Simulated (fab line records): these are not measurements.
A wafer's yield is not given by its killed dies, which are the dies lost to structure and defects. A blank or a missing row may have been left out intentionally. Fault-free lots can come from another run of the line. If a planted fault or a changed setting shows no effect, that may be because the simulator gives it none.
Code-filled problem report in 8D (eight disciplines) form || flow gf180mcu || the parts of the form that need people (team, actions taken, sign-off) are left out

== 1. WHAT IS WRONG ==
V4_CVD_02_THK at GF_V4_THK_MEAS_03 reads a mean of 696 nm on 1 wafer of 1 lot; wafers without a fault read 844 nm with a standard deviation of 11. Measured from the usual mean, that is -13 standard deviations.
First seen on wafer L140.1, day 29 10:55, on filmMetro-04. The record holds 35 wafers of 12 lots with a number at this step. The rule behind "out" and "out of limits": a value lying over 4 standard deviations away from the usual mean. The rest of the wafers with a number are treated as sound.

== 2. WHAT IT IS AND WHAT IT IS NOT ==
{"question": "which readings at this step", "is": "V4_CVD_02_THK", "is not": "-"}
{"question": "which lots", "is": "L140", "is not": "L122, L124, L125, L126, L127, L128, L130, L131, L132, L136, L145"}
{"question": "which wafers of those lots", "is": "L140.1", "is not": "L140.2"}
{"question": "read on which gauges", "is": "filmMetro-04", "is not": "filmMetro-02, filmMetro-03"}
{"question": "when", "is": "from day 29 10:55", "is not": "up to then (31 sound wafers); but 3 sound wafers of L145 came after"}

== 3. WHAT RULES OUT EACH SUSPECT ==
Counting: any tool at a process step up to the reading remains a suspect provided it ran every lot that is out. Sound lots after the first of them don't rule it out here, since some wafers of a struck lot are sound.
- the gauge at GF_V4_THK_MEAS_03: ruled out. All the wafers that are out were read on filmMetro-04, but those of them that GF_V4_CMP_04 has rows for are out there too, on other tools.
- pvdSputter-01 at GF_V3_SPUTTER_21 (material Ti, target thk 15 nm, time 80.02 s): kept. The lot that is out, L140, ran on it at day 28 13:35; the last sound lot it ran before that was L132, at day 26 10:29.
- pecvd-02 at GF_V4_CVD_02 (deposits SiO2 from TEOS, target thk 850 nm, time 94.851 s): kept. The lot that is out, L140, ran on it at day 29 10:50; the last sound lot it ran before that was L132, at day 27 08:50.
- At GF_V4_CVD_02 on pecvd-02, chamber 1 took the sound wafers of the same lots and chamber 2 took the wafers that are out.
Remaining after the count are pvdSputter-01 at GF_V3_SPUTTER_21 and pecvd-02 at GF_V4_CVD_02.

== 4. THE CAUSE (what the simulator had put in) ==
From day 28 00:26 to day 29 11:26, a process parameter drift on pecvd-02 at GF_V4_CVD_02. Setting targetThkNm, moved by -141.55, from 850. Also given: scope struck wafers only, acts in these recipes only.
After counting, 2 suspects remain, this tool included.

== 5. THE EFFECT CHAIN, in route order ==
One row per reading whose mean, taken over the struck wafers that have a number, lies over 3 standard deviations from the usual. Only readings whose record carries a usual standard deviation are examined. hours: median over the lots of the time between each lot's start at the first step of this table that gives one and its start at this step. sigmas: the change, counted in usual standard deviations.
{"hours": 0, "step": "GF_V4_THK_MEAS_03", "reading": "V4_CVD_02_THK", "usual": "844 nm", "on struck wafers": 696, "change": -148, "sigmas": -13}
{"hours": 0, "step": "GF_V4_CMP_04", "reading": "timeToEndpointS", "usual": "78 s", "on struck wafers": 22, "change": -56, "sigmas": -10}
It contains these process steps:
- GF_V4_CMP_04: polishes SiO2.

== 6. HOW IT WOULD HAVE BEEN CAUGHT EARLIER ==
Counted from the fault's start at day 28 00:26, it took 34 hours until the first out-of-limits reading at a measuring or inspecting step in this record, taken at day 29 10:55.
Of the tool readings at GF_V4_CVD_02 for which the record gives a usual standard deviation, none was out on any struck wafer, so an alarm limit of 4 standard deviations on them would not have fired.
By day 29 10:55 the whole set of lots that are out, 1 in number, had already begun GF_V4_CVD_02 on pecvd-02. Holding the tool at that point would not have protected any of them.
